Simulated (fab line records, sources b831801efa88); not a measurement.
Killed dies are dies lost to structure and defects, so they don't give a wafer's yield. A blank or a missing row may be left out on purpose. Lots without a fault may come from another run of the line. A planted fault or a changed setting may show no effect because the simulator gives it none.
One fault seen from 2 desks | flow gf180mcu | each desk has only its own numbers; what lay behind them comes last

THE METROLOGY DESK
What the gauges read, lot by lot, whatever tool the lot ran on: means of the sampled wafers that have a number. A lot is out of limits, marked OUT, if its mean lies more than 4 standard deviations from the usual mean; the brackets give that distance.
Columns: A = V2_W_THK at GF_V2_THK_MEAS_25, usual 341 nm
lot  | first seen here | A
L866 | day 20 16:21    | 350
L868 | day 21 16:29    | 335
L869 | day 21 23:42    | 344
L870 | day 22 09:45    | 342
L872 | day 23 05:30    | 336
L875 | day 24 10:02    | 337
L876 | day 24 11:23    | 336
L877 | day 24 20:53    | 339
L878 | day 25 06:06    | 340
L882 | day 26 06:38    | 340
L884 | day 26 23:13    | 340
L885 | day 27 07:21    | 339
L886 | day 27 12:09    | 340
L887 | day 27 16:17    | 341
L888 | day 28 00:14    | 342
This desk's finding: nothing out of limits on any of the 15 lots.

THE TOOL OWNER'S DESK: iline_stepper-02
The tool's own readings at GF_MVPSD_EXPOSE_04 (exposes mask MVPSD, target cd 1000 nm): means of the sampled wafers that have a number, for each lot that ran on this tool. A lot is out of limits, marked OUT, if its mean lies more than 4 standard deviations from the usual mean; the brackets give that distance.
Columns: A = exposure_dose_mJ_cm2 at GF_MVPSD_EXPOSE_04, usual 260.00; B = focus_offset_nm at GF_MVPSD_EXPOSE_04, usual 0.1 nm
lot  | first seen here | A      | B
L869 | day 5 20:10     | 260.16 | -0.2
L878 | day 8 04:40     | 260.25 | -0.6
L882 | day 8 23:16     | 259.88 | 0.2
L884 | day 9 09:04     | 259.71 | -0.2
L885 | day 9 18:40     | 260.25 | 0.6
L886 | day 9 22:25     | 259.96 | 0.2
L887 | day 10 01:39    | 260.06 | 0.8
L888 | day 10 09:50    | 259.79 | 0.7
This desk's finding: nothing out of limits on any of the 8 lots.

PUT TOGETHER
The metrology desk saw nothing out of limits.
The tool owner's desk saw nothing out of limits.

WHAT THE SIMULATOR HAD PUT IN
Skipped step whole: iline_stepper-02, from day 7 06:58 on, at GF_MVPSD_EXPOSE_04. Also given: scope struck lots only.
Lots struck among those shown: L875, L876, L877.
